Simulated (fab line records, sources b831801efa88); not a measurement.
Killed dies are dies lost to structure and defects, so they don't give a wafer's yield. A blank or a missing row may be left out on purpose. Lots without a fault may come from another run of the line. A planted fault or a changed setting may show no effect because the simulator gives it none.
fab line records | flow sfq_line
record lots=7 wafers=20 last_day=88
route steps=325 shown L0@4 L0V@16 M0@28 I0@43 M8@325
lots that met no fault: from a run of the same line without faults
start_h: hours from the record's first day to the start of the lot's first wafer shown | wait_h: hours since the lot's step before | " the same as in the row above | L1.1+2: a row that stands for several wafers | - no value, or no start given | * or withheld: withheld | < > ~ a bound
route shown NAME@n: a module of which the file shows steps, and the number in the route of the first | usual: mean/standard deviation of fault-free wafers | same: alike in all rows | chamber/n: place in a boat | sites: the reading at each site | _std_site: their standard deviation | _edge_site: outer sites' mean less inner sites' | radius_mm: how far each site lies from the wafer's centre | mask NAME#n: copy n | behind: the tool/chamber that last shaped the wafer | hold: why the lot was held/for how many hours/how that ended | device: the transistor (n, p or np) that didn't switch | end of line: the same wafers' tests at the end of the route | a step without rows: its recipe alone | killed: dies lost to structure and defects at the first sort, not the wafer's yield | map: a wafer's dies, x killed, . not, _ none there
set.NAME: the setting as run; set.NAME@STEP: as run at that earlier step | model.NAME: the simulator's own value behind a step, which no gauge read
lots at some steps of the route; a table a step, a row a wafer
services: from which hour (start_h, from the record's first day; less than 0 if before it) a tool's chamber was out of use, for how many hours, and why
## steps
# step SFQ_L0_RS_MEAS_901
# recipe thk_meas_gauge=four-point-probe reads=MoNx_KI_of_TRILAYER_L0_DEP_SPUTTER_003
# usual L0_MONX_KI_RS=43.5/0.4
# columns lot.wafer tool chamber start_h wait_h L0_MONX_KI_RS[ohm/sq]
L158.2 film_metro-02 - 22.58 0.1 43.8
L158.3 " - " " 43.9
L158.6 " - " " 43.8
L159.1 film_metro-04 - 27.56 0.0 42.6
L159.2 " - " " 43.2
L159.5 " - " " 43.2
L163.1 film_metro-01 - 47.56 0.0 43.7
L163.4 " - " " 43.8
L163.5 " - " " 43.9
L165.1 film_metro-02 - 57.56 0.0 43.2
L165.4 " - " " 43.4
L165.5 " - " " 43.3
L166.2 film_metro-04 - 62.99 0.5 43.6
L166.3 " - " " 43.7
L166.5 " - " " 43.4
L168.1 film_metro-02 - 72.56 0.0 42.6
L168.4 " - " " 42.9
L174.2 film_metro-01 - 102.58 0.1 43.3
L174.4 " - " " 43.3
L174.5 " - " " 43.9
# step SFQ_L0_THK_MEAS_902
# recipe thk_meas_gauge=xrf reads=MoNx_KI_of_TRILAYER_L0_DEP_SPUTTER_003
# usual L0_MONX_KI_THK=40.0/0.41
# columns lot.wafer tool chamber start_h wait_h L0_MONX_KI_THK[nm]
L158.2 film_metro-02 - 22.69 0.1 39.8
L158.3 " - " " 39.9
L158.6 " - " " 40.0
L159.1 film_metro-04 - 27.68 0.1 40.8
L159.2 " - " " 40.1
L159.5 " - " " 40.2
L163.1 film_metro-01 - 47.68 0.1 39.8
L163.4 " - " " 39.4
L163.5 " - " " 39.7
L165.1 film_metro-02 - 57.68 0.1 40.1
L165.4 " - " " 39.9
L165.5 " - " " 40.2
L166.2 film_metro-04 - 63.10 0.1 39.8
L166.3 " - " " 39.7
L166.5 " - " " 40.0
L168.1 film_metro-02 - 72.68 0.1 41.0
L168.4 " - " " 40.6
L174.2 film_metro-01 - 102.69 0.1 40.1
L174.4 " - " " 40.4
L174.5 " - " " 39.8
# step SFQ_TRILAYER_L0_LITHO_COAT_010
# recipe resist=BARC spin_rpm=3000 resist_thk_nm=62
# step SFQ_TRILAYER_L0_LITHO_COAT_005
# recipe resist=KrF spin_rpm=3000 resist_thk_nm=600
# step SFQ_TRILAYER_L0_LITHO_SOFTBAKE_009
# recipe temp_c=withheld time_s=withheld resist=KrF
# step SFQ_TRILAYER_L0_LITHO_EXPOSE_006
# recipe mask_id=L0 na=0.6 source_shape=conventional sigma_outer=0.65 target_cd_nm=2000 dose_mj=14.4
# step SFQ_TRILAYER_L0_LITHO_PEB_008
# recipe peb_temp_c=115 peb_time_s=60 resist=KrF
# step SFQ_TRILAYER_L0_LITHO_DEVELOP_007
# recipe time_s=60 resist=KrF
# step SFQ_TRILAYER_L0_BARC_OPEN_METAL_ETCH_010
# recipe mask_material=PR chemistry=O2 target_depth_nm=125 target=BARC icp_w=600 bias_w=80 pressure_mtorr=10 time_s=41.7
# usual drypump_motor_current_A=5.8/0.35 oes_product_au=0.685/0.0049
# columns lot.wafer tool chamber start_h wait_h drypump_motor_current_A oes_product_au rf_hours_counter_h
L158.2 rie_metal-02 1 67.78 0.1 6.3 0.685 167
L158.3 " 1 " " 6.3 0.679 -
L158.6 " 1 " " 6.3 0.688 -
L159.1 rie_metal-04 0 68.98 0.1 5.8 0.688 153
L159.2 " 1 " " 6.2 0.686 118
L159.5 " 0 " " 5.8 0.686 -
L163.1 rie_metal-04 0 77.38 0.1 5.8 0.679 155
L163.4 " 0 " " 5.8 0.694 -
L163.5 " 0 " " 5.8 0.693 -
L165.1 rie_metal-02 1 87.73 0.1 6.3 0.688 171
L165.4 " 1 " " 6.3 0.687 -
L165.5 " 1 " " 6.3 0.685 -
L166.2 rie_metal-02 1 92.53 0.1 6.3 0.688 172
L166.3 " 1 " " 6.3 0.688 -
L166.5 " 1 " " 6.3 0.686 -
L168.1 rie_metal-04 0 107.21 0.1 5.8 0.680 160
L168.4 " 1 " " 6.2 0.682 -
L174.2 rie_metal-04 0 137.31 0.1 5.7 0.695 166
L174.4 " 1 " " 6.2 0.688 -
L174.5 " 0 " " 5.8 0.686 -
# step SFQ_TRILAYER_L0_ETCH_METAL_ETCH_008
# recipe target=MoNx_KI stop_on=SiO2 mask_material=PR chemistry=SF6/O2 target_depth_nm=50 icp_w=600 bias_w=80 pressure_mtorr=10 time_s=25
# usual drypump_motor_current_A=5.8/0.35 oes_product_au=0.873/0.0061
# columns lot.wafer tool chamber start_h wait_h drypump_motor_current_A oes_product_au rf_hours_counter_h
L158.2 rie_metal-02 1 67.84 0.0 6.3 0.871 167
L158.3 " 1 " " 6.3 0.875 -
L158.6 " 1 " " 6.3 0.872 -
L159.1 rie_metal-04 0 69.04 0.0 5.8 0.884 154
L159.2 " 1 " " 6.2 0.870 118
L159.5 " 0 " " 5.8 0.873 -
L163.1 rie_metal-04 0 77.46 0.1 5.8 0.874 156
L163.4 " 0 " " 5.8 0.863 -
L163.5 " 0 " " 5.8 0.865 -
L165.1 rie_metal-02 1 87.79 0.0 6.3 0.874 171
L165.4 " 1 " " 6.3 0.867 -
L165.5 " 1 " " 6.3 0.871 -
L166.2 rie_metal-02 1 92.59 0.0 6.3 0.876 172
L166.3 " 1 " " 6.3 0.866 -
L166.5 " 1 " " 6.3 0.874 -
L168.1 rie_metal-04 0 107.27 0.0 5.8 0.883 160
L168.4 " 1 " " 6.2 0.880 -
L174.2 rie_metal-04 0 137.37 0.0 5.8 0.870 166
L174.4 " 1 " " 6.2 0.880 -
L174.5 " 0 " " 5.8 0.866 -
# step SFQ_TRILAYER_L0_STRIP_STRIP_009
# recipe gas=O2 power_w=200 platen_temp_c=40 overash_fraction=0.65 chemistry=O2 pressure_mtorr=50
# usual drypump_motor_current_A=5.8/0.35 oes_product_au=0.997/0.0079
# columns lot.wafer tool chamber start_h wait_h drypump_motor_current_A oes_product_au rf_hours_counter_h
L158.2 rie_metal-02 1 67.89 0.0 6.3 1.005 167
L158.3 " 1 " " 6.3 0.999 -
L158.6 " 1 " " 6.3 0.999 -
L159.1 rie_metal-04 0 69.09 0.0 5.8 1.001 154
L159.2 " 1 " " 6.1 0.994 118
L159.5 " 0 " " 5.8 1.000 -
L163.1 rie_metal-04 0 77.52 0.0 5.8 0.994 156
L163.4 " 0 " " 5.8 0.997 -
L163.5 " 0 " " 5.8 1.007 -
L165.1 rie_metal-02 1 87.84 0.0 6.3 1.012 171
L165.4 " 1 " " 6.3 0.997 -
L165.5 " 1 " " 6.3 1.001 -
L166.2 rie_metal-02 1 92.64 0.0 6.3 1.001 172
L166.3 " 1 " " 6.3 1.001 -
L166.5 " 1 " " 6.3 0.998 -
L168.1 rie_metal-04 0 107.32 0.0 5.8 1.006 160
L168.4 " 1 " " 6.2 0.983 -
L174.2 rie_metal-04 0 137.42 0.0 5.8 0.992 166
L174.4 " 1 " " 6.2 0.993 -
L174.5 " 0 " " 5.8 0.997 -
# step SFQ_TRILAYER_L0_STRIP_SOLV_CLEAN_010
# recipe chemistry=NMP temp_c=70 time_s=600
# step SFQ_TRILAYER_L0_CAP_PECVD_011
# recipe material=SiO2 temp_c=150 time_s=13.333 pressure_torr=2.4 rf_w=183.3 precursor=SiH4/N2O target_thk_nm=60
# usual heater_power_w=87/21 throttle_valve_pct=24.0/1.5
# columns lot.wafer tool chamber start_h wait_h heater_power_w throttle_valve_pct model.SiO2_of_TRILAYER_L0_CAP_PECVD_011.thk_nm
L158.2 pecvd-02 0 68.69 0.0 91 23.4 59.84
L158.3 " 2 " " 95 24.1 58.86
L158.6 " 0 " " 93 23.0 60.38
L159.1 pecvd-04 2 69.86 0.0 88 23.8 60.16
L159.2 " 1 " " 54 27.1 59.92
L159.5 " 2 " " 90 23.8 60.14
L163.1 pecvd-01 2 78.50 0.0 88 23.1 59.88
L163.4 " 1 " " 126 22.4 60.32
L163.5 " 0 " " 78 22.3 61.92
L165.1 pecvd-04 1 88.61 0.0 51 26.9 59.44
L165.4 " 2 " " 92 24.0 90.07
L165.5 " 1 " " 52 26.9 60.58
L166.2 pecvd-04 2 93.41 0.0 95 23.7 59.95
L166.3 " 1 " " 44 26.9 88.73
L166.5 " 1 " " 46 27.1 60.91
L168.1 pecvd-04 0 108.09 0.0 67 24.6 59.58
L168.4 " 1 " " 48 27.1 89.95
L174.2 pecvd-02 1 138.19 0.0 119 26.4 60.09
L174.4 " 1 " " 118 26.0 61.37
L174.5 " 2 " " 96 24.1 59.92
# step SFQ_TRILAYER_L0_VIA_LITHO_COAT_018
# recipe resist=BARC spin_rpm=3000 resist_thk_nm=62
# step SFQ_TRILAYER_L0_VIA_LITHO_COAT_013
# recipe resist=KrF spin_rpm=3000 resist_thk_nm=650
# step SFQ_TRILAYER_L0_VIA_LITHO_SOFTBAKE_017
# recipe temp_c=withheld time_s=withheld resist=KrF
# step SFQ_TRILAYER_L0_VIA_LITHO_EXPOSE_014
# recipe mask_id=L0V na=0.6 source_shape=conventional sigma_outer=0.65 target_cd_nm=700 dose_mj=21.3
# step SFQ_TRILAYER_L0_VIA_LITHO_PEB_016
# recipe peb_temp_c=115 peb_time_s=60 resist=KrF
# step SFQ_TRILAYER_L0_VIA_LITHO_DEVELOP_015
# recipe time_s=60 resist=KrF
# step SFQ_L0V_OVL_MEAS_903
# usual L0V_OVL=-1/6.7
# columns lot.wafer tool chamber start_h wait_h L0V_OVL[nm]
L158.2 overlay-01 - 100.02 0.1 -4
L158.3 " - " " -13
L158.6 " - " " -5
L159.1 overlay-01 - 104.81 0.1 -8
L159.2 " - " " -7
L159.5 " - " " -12
L163.1 overlay-02 - 115.71 0.1 6
L163.4 " - " " 0
L163.5 " - " " 11
L165.1 overlay-02 - 125.31 0.1 1
L165.4 " - " " -3
L165.5 " - " " 0
L166.2 overlay-01 - 128.92 0.1 -3
L166.3 " - " " -10
L166.5 " - " " -9
L168.1 overlay-02 - 143.31 0.1 8
L168.4 " - " " 3
L174.2 overlay-01 - 174.49 0.1 1
L174.4 " - " " 1
L174.5 " - " " 2
# step SFQ_TRILAYER_L0_VIA_BARC_OPEN_VIA_ETCH_021
# recipe mask_material=PR chemistry=O2 target_depth_nm=125 target=BARC source_w=500 bias_w=80 pressure_mtorr=30 time_s=41.7
# step SFQ_TRILAYER_L0_VIA_ETCH_VIA_ETCH_016
# recipe target=SiO2 stop_on=MoNx_KI mask_material=PR chemistry=CHF3 target_depth_nm=80 source_w=500 bias_w=80 pressure_mtorr=30 time_s=withheld
# usual drypump_motor_current_A=5.8/0.34 oes_product_au=0.843/0.007
# columns lot.wafer tool chamber start_h wait_h drypump_motor_current_A oes_product_au model.L0V.feature_depth_nm model.etch.depth_nm
L158.2 rie_diel-02 2 100.09 0.0 6.1 0.846 59.84 59.84
L158.3 " 3 " " 5.6 0.833 58.86 58.86
L158.6 " 1 " " 5.6 0.842 60.38 60.38
L159.1 rie_diel-03 1 104.89 0.0 6.6 0.839 60.16 60.16
L159.2 " 0 " " 5.3 0.839 59.92 59.92
L159.5 " 3 " " 5.6 0.842 60.14 60.14
L163.1 rie_diel-02 3 115.79 0.0 5.6 0.836 59.88 59.88
L163.4 " 1 " " 5.6 0.848 60.32 60.32
L163.5 " 3 " " 5.6 0.859 61.92 61.92
L165.1 rie_diel-03 1 125.41 0.0 6.5 0.837 59.44 59.44
L165.4 " 1 " " 6.5 1.012 81.21 81.21
L165.5 " 3 " " 5.6 0.840 60.58 60.58
L166.2 rie_diel-02 3 128.99 0.0 5.6 0.842 59.95 59.95
L166.3 " 0 " " 5.6 1.012 80.96 80.96
L166.5 " 0 " " 5.6 0.844 60.91 60.91
L168.1 rie_diel-02 3 143.39 0.0 5.6 0.840 59.58 59.58
L168.4 " 1 " " 5.6 1.012 81.83 81.83
L174.2 rie_diel-04 1 174.56 0.0 5.3 0.847 60.09 60.09
L174.4 " 3 " " 5.6 0.848 61.37 61.37
L174.5 " 3 " " 5.6 0.839 59.92 59.92
# step SFQ_TRILAYER_L0_VIA_STRIP_STRIP_017
# recipe gas=O2 power_w=200 platen_temp_c=40 overash_fraction=0.65 chemistry=O2 pressure_mtorr=50
# usual drypump_motor_current_A=5.75/0.28 oes_product_au=0.996/0.0078
# columns lot.wafer tool chamber start_h wait_h drypump_motor_current_A oes_product_au rf_hours_counter_h
L158.2 rie_metal-02 1 100.14 - 6.33 0.999 173
L158.3 " 0 " " 5.47 0.996 -
L158.6 " 1 " " 6.30 0.996 -
L159.1 rie_metal-03 1 104.94 - 5.72 1.004 136
L159.2 " 0 " " 5.91 0.993 196
L159.5 " 1 " " 5.73 0.994 -
L163.1 rie_metal-03 1 115.84 - 5.73 0.993 138
L163.4 " 0 " " 5.90 0.979 -
L163.5 " 0 " " 5.88 0.991 -
L165.1 rie_metal-03 1 125.48 - 5.71 0.999 140
L165.4 " 1 " " 5.73 0.995 -
L165.5 " 1 " " 5.74 1.003 -
L166.2 rie_metal-03 1 129.24 - 5.76 0.995 -
L166.3 " 1 " " 5.78 0.994 -
L166.5 " 1 " " 5.76 1.008 -
L168.1 rie_metal-01 1 143.44 - 5.45 1.001 198
L168.4 " 1 " " 5.44 0.990 -
L174.2 rie_metal-03 0 174.60 - 5.93 0.998 7
L174.4 " 0 " " 5.90 1.003 -
L174.5 " 1 " " 5.76 0.991 -
# step SFQ_TRILAYER_L0_VIA_STRIP_SOLV_CLEAN_018
# recipe chemistry=NMP temp_c=70 time_s=600
# step SFQ_TRILAYER_M0_DEP_PRE_CLEAN_020
# recipe gas=Ar time_s=15 bias_v=250
# columns lot.wafer tool chamber start_h wait_h model.SiO2_of_TRILAYER_L0_CAP_PECVD_011.thk_nm
L158.2 pvd_sputter-05 - 100.91 0.0 54.84
L158.3 " - " " 53.86
L158.6 " - " " 55.38
L159.1 pvd_sputter-05 - 105.89 0.0 55.16
L159.2 " - " " 54.92
L159.5 " - " " 55.14
L163.1 pvd_sputter-05 - 116.61 0.0 54.88
L163.4 " - " " 55.32
L163.5 " - " " 56.92
L165.1 pvd_sputter-03 - 126.85 0.0 54.44
L165.4 " - " " 85.07
L165.5 " - " " 55.58
L166.2 pvd_sputter-06 - 130.41 0.0 54.96
L166.3 " - " " 83.73
L166.5 " - " " 55.91
L168.1 pvd_sputter-05 - 144.21 0.0 54.58
L168.4 " - " " 84.95
L174.2 pvd_sputter-06 - 175.38 0.0 55.09
L174.4 " - " " 56.37
L174.5 " - " " 54.92
# step SFQ_TRILAYER_M0_DEP_SPUTTER_019
# recipe material=Nb base_pressure_pa=1.33e-06 chamber_pressure_pa=0.1333 substrate_temp_c=20 resputter_cathode_voltage_v=400 target_thk_nm=200 power_w=2000 time_s=133.3
# step SFQ_M0_RS_MEAS_904
# recipe thk_meas_gauge=four-point-probe reads=Nb_of_TRILAYER_M0_DEP_SPUTTER_019
# usual M0_NB_RS=0.893/0.01
# columns lot.wafer tool chamber start_h wait_h M0_NB_RS[ohm/sq]
L158.2 film_metro-02 - 101.05 0.1 0.884
L158.3 " - " " 0.897
L158.6 " - " " 0.884
L159.1 film_metro-03 - 106.00 0.0 0.897
L159.2 " - " " 0.893
L159.5 " - " " 0.896
L163.1 film_metro-02 - 116.73 0.0 0.888
L163.4 " - " " 0.893
L163.5 " - " " 0.885
L165.1 film_metro-01 - 126.97 0.0 0.893
L165.4 " - " " 0.902
L165.5 " - " " 0.907
L166.2 film_metro-02 - 130.55 0.1 0.920
L166.3 " - " " 0.923
L166.5 " - " " 0.903
L168.1 film_metro-03 - 144.33 0.0 0.903
L168.4 " - " " 0.896
L174.2 film_metro-02 - 175.52 0.1 0.896
L174.4 " - " " 0.893
L174.5 " - " " 0.895
# step SFQ_TRILAYER_M0_LITHO_COAT_026
# recipe resist=BARC spin_rpm=3000 resist_thk_nm=62
# step SFQ_TRILAYER_M0_LITHO_COAT_021
# recipe resist=KrF spin_rpm=3000 resist_thk_nm=600
# step SFQ_TRILAYER_M0_LITHO_SOFTBAKE_025
# recipe temp_c=withheld time_s=withheld resist=KrF
# step SFQ_TRILAYER_M0_LITHO_EXPOSE_022
# recipe mask_id=M0 na=0.6 source_shape=conventional sigma_outer=0.65 target_cd_nm=500 dose_mj=14.4
# step SFQ_TRILAYER_M0_LITHO_PEB_024
# recipe peb_temp_c=115 peb_time_s=60 resist=KrF
# step SFQ_TRILAYER_M0_LITHO_DEVELOP_023
# recipe time_s=60 resist=KrF
# step SFQ_M0_OVL_MEAS_906
# usual M0_OVL=-1/5.3
# columns lot.wafer tool chamber start_h wait_h M0_OVL[nm]
L158.2 overlay-02 - 134.92 0.1 -3
L158.3 " - " " 3
L158.6 " - " " -3
L159.1 overlay-01 - 139.71 0.1 -2
L159.2 " - " " -1
L159.5 " - " " -1
L163.1 overlay-01 - 151.71 0.1 -6
L163.4 " - " " -3
L163.5 " - " " -5
L165.1 overlay-02 - 163.51 0.1 6
L165.4 " - " " -1
L165.5 " - " " 9
L166.2 overlay-02 - 167.12 0.1 -9
L166.3 " - " " 1
L166.5 " - " " -1
L168.1 overlay-02 - 179.28 0.1 -3
L168.4 " - " " -16
L174.2 overlay-01 - 221.61 0.1 3
L174.4 " - " " 2
L174.5 " - " " 0
# step SFQ_TRILAYER_M0_BARC_OPEN_METAL_ETCH_031
# recipe mask_material=PR chemistry=O2 target_depth_nm=125 target=BARC icp_w=600 bias_w=80 pressure_mtorr=10 time_s=41.7
# usual drypump_motor_current_A=5.90/0.28 oes_product_au=0.686/0.0044
# columns lot.wafer tool chamber start_h wait_h drypump_motor_current_A oes_product_au rf_hours_counter_h
L158.2 rie_metal-04 1 134.95 0.0 6.14 0.686 131
L158.3 " 0 " " 5.77 0.682 -
L158.6 " 1 " " 6.18 0.679 -
L159.1 rie_metal-04 1 139.75 0.0 6.23 0.691 132
L159.2 " 0 " " 5.78 0.694 166
L159.5 " 0 " " 5.78 0.674 -
L163.1 rie_metal-04 0 151.75 0.0 5.78 0.679 168
L163.4 " 0 " " 5.75 0.686 -
L163.5 " 0 " " 5.75 0.689 -
L165.1 rie_metal-04 0 163.55 0.0 5.77 0.680 170
L165.4 " 1 " " 6.16 0.678 -
L165.5 " 0 " " 5.75 0.684 -
L166.2 rie_metal-04 0 167.15 0.0 5.78 0.691 171
L166.3 " 1 " " 6.17 0.688 -
L166.5 " 0 " " 5.79 0.690 -
L168.1 rie_metal-03 1 179.32 0.0 5.74 0.688 152
L168.4 " 1 " " 5.75 0.693 -
L174.2 rie_metal-03 1 221.64 0.0 5.76 0.683 158
L174.4 " 0 " " 5.92 0.683 -
L174.5 " 1 " " 5.77 0.686 -
# step SFQ_TRILAYER_M0_ETCH_METAL_ETCH_024
# recipe target=Nb stop_on=SiO2 mask_material=PR chemistry=Cl2/Ar target_depth_nm=240 icp_w=600 bias_w=80 pressure_mtorr=10 time_s=120
# step SFQ_TRILAYER_M0_STRIP_STRIP_025
# recipe gas=O2 power_w=200 platen_temp_c=40 overash_fraction=0.65 chemistry=O2 pressure_mtorr=50
# step SFQ_TRILAYER_M0_STRIP_SOLV_CLEAN_026
# recipe chemistry=NMP temp_c=70 time_s=600
# step SFQ_TRILAYER_I0_DEP_PECVD_027
# recipe material=SiO2 temp_c=150 time_s=111.11 pressure_torr=2.4 rf_w=183.3 precursor=SiH4/N2O target_thk_nm=500
# step SFQ_TRILAYER_I0_CMP_CMP_028
# recipe material=SiO2 down_force_psi=3 platen_rpm=60 pad_velocity_m_s=0.94248
# step SFQ_I0_BOW_MEAS_907
# recipe mode=bow
# usual I0_BOW=1/6.6
# columns lot.wafer tool chamber start_h wait_h I0_BOW[um]
L158.2 film_metro-02 - 145.01 1.0 1
L158.3 " - " " -5
L158.6 " - " " -1
L159.1 film_metro-02 - 150.99 2.5 3
L159.2 " - " " 6
L159.5 " - " " 7
L163.1 film_metro-04 - 169.47 2.0 8
L163.4 " - " " 0
L163.5 " - " " 11
L165.1 film_metro-02 - 188.16 1.5 -3
L165.4 " - " " 1
L165.5 " - " " 1
L166.2 film_metro-03 - 191.18 1.5 1
L166.3 " - " " 4
L166.5 " - " " 2
L168.1 film_metro-03 - 198.32 1.5 9
L168.4 " - " " 4
L174.2 film_metro-04 - 233.18 2.0 16
L174.4 " - " " 1
L174.5 " - " " 3
# step SFQ_M8_BOW_MEAS_951
# recipe mode=bow
# usual M8_BOW=7/11
# columns lot.wafer tool chamber start_h wait_h M8_BOW[um] model.etest.l0v.link_ohm
L158.2 film_metro-03 - 1914.28 0.0 1 44.59
L158.3 " - " " -6 44.66
L158.6 " - " " -4 44.64
L159.1 film_metro-04 - 1919.06 0.0 15 43.62
L159.2 " - " " 17 44.13
L159.5 " - " " 16 44.23
L163.1 film_metro-03 - 1951.12 0.0 0 44.63
L163.4 " - " " -8 44.83
L163.5 " - " " 3 44.77
L165.1 film_metro-02 - 2022.77 0.0 -4 44.09
L165.4 " - " " -1 1e+06
L165.5 " - " " -1 44.18
L166.2 film_metro-03 - 2031.73 0.0 -6 44.5
L166.3 " - " " -2 1e+06
L166.5 " - " " -4 44.28
L168.1 film_metro-04 - 2055.39 0.0 -5 43.62
L168.4 " - " " -10 1e+06
L174.2 film_metro-02 - 2101.56 0.0 23 44.31
L174.4 " - " " 8 44.18
L174.5 " - " " 8 44.8
## services
# columns tool chamber start_h hours kind
rie_diel-02 0 59.69 2.9 repair
rie_metal-02 - 74.25 1.4 pm
rie_metal-04 - 82.32 2.8 pm
pecvd-04 - 86.10 1.1 repair
pvd_sputter-05 - 90.04 2.2 repair
pecvd-02 2 94.72 11.5 repair
rie_diel-04 3 95.21 13.0 repair
rie_metal-03 - 107.02 0.4 repair
rie_metal-01 0 113.52 6.9 repair
rie_diel-03 0 118.95 10.3 repair
rie_diel-02 1 120.78 6.7 repair
rie_metal-04 0 128.13 6.3 repair
pvd_sputter-06 - 131.35 2.4 repair
rie_metal-04 - 139.01 0.4 repair
rie_metal-01 - 170.67 14.6 pm
rie_diel-02 3 171.54 5.0 repair
pvd_sputter-05 - 174.04 0.8 repair
rie_metal-02 - 176.28 0.6 repair
rie_diel-02 1 186.74 7.9 repair
rie_metal-01 - 207.77 0.4 repair
rie_metal-04 0 208.05 - clean
rie_metal-04 0 208.05 35.7 scheduled_down
rie_metal-04 0 208.05 35.7 vent_cycle
rie_diel-04 2 216.15 6.6 repair
## key
first_sign step=SFQ_TRILAYER_L0_VIA_ETCH_VIA_ETCH_016 reading=oes_product_au direction=up sigmas=24 usual=0.843 struck=1.012
effect none on later readings
model_effect step=SFQ_TRILAYER_L0_CAP_PECVD_011 value=SiO2_of_TRILAYER_L0_CAP_PECVD_011.thk_nm without=59.82 struck=89.58
model_effect step=SFQ_TRILAYER_L0_VIA_ETCH_VIA_ETCH_016 value=L0V.feature_depth_nm without=59.82 struck=81.33
model_effect step=SFQ_TRILAYER_M0_DEP_PRE_CLEAN_020 value=SiO2_of_TRILAYER_L0_CAP_PECVD_011.thk_nm without=54.82 struck=84.58
model_effect step=SFQ_M8_BOW_MEAS_951 value=etest.l0v.link_ohm without=44.26 struck=1e+06
met_at SFQ_TRILAYER_L0_CAP_PECVD_011
struck_wafers L165.4,L166.3,L168.4
onset_between 69.86 88.61
fault kind=process_parameter_drift tool=pecvd-04 chamber=- onset_h=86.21 steps=SFQ_TRILAYER_L0_CAP_PECVD_011 channel=target_thk_nm offset=29.689 shape=step end_h=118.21 scope=struck_wafers_only acts_in=these_recipes_only stated=60
